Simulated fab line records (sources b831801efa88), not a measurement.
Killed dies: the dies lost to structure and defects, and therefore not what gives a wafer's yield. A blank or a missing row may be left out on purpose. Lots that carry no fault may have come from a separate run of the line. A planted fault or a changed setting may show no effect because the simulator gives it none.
What tool caused it? | flow sky130 | Sampling: 6 lots, 18 wafers, 2 of 708 route steps

WHAT EACH GAUGE READ, for each wafer
SKY_VT_ADJUST_PCH_OVL_MEAS_07.
lot  | measured     | on         | VT_ADJUST_PCH_OVL (nm)
L924 | day 11 03:01 | overlay-02 | -0.3 -2.7 -1.4
L934 | day 14 06:31 | overlay-01 | 0.3 -2.8 -1.9
L936 | day 15 00:21 | overlay-01 | -1.1 -3.9 -2.3
L939 | day 16 03:05 | overlay-01 | 0.0 1.2 0.3
L942 | day 16 21:50 | overlay-01 | 2.3 2.8 2.7
L944 | day 17 12:26 | overlay-02 | -0.7 2.3 -0.6

TOOL THAT RAN EACH LOT (tool first, then ch and the chambers of the sampled wafers, then the start)
lot  | SKY_VT_ADJUST_PCH_EXPOSE_04
L924 | iline stepper-02 ch 0, day 10 15:22
L934 | iline stepper-02 ch 0, day 13 17:27
L936 | iline stepper-02 ch 0, day 14 11:13
L939 | iline stepper-01 ch 0, day 15 13:09
L942 | iline stepper-01 ch 0, day 16 07:54
L944 | iline stepper-02 ch 0, day 16 21:58
- SKY_VT_ADJUST_PCH_EXPOSE_04: exposes mask NWM, target cd 840 nm.

THE ANSWER, worked out from the rows above alone
Rule: what is usual is taken from the lots themselves. Put in order of their means at a reading, lots are off if they are a third of the lots or fewer, leave a main group of 4 or more, and stand apart from it by a gap of 3 or more times the standard deviation of the main group's means; of several such gaps the widest counts. A main group whose means are all the same, to the digits that the tables above print for the reading, isn't used. A lot without any number at a reading at which 4 lots or more have one is off too. All remaining lots with rows at the step are treated as sound.
No lot is off on any of the readings shown, so nothing can be concluded from this.

WHAT THE SIMULATOR HAD INSERTED
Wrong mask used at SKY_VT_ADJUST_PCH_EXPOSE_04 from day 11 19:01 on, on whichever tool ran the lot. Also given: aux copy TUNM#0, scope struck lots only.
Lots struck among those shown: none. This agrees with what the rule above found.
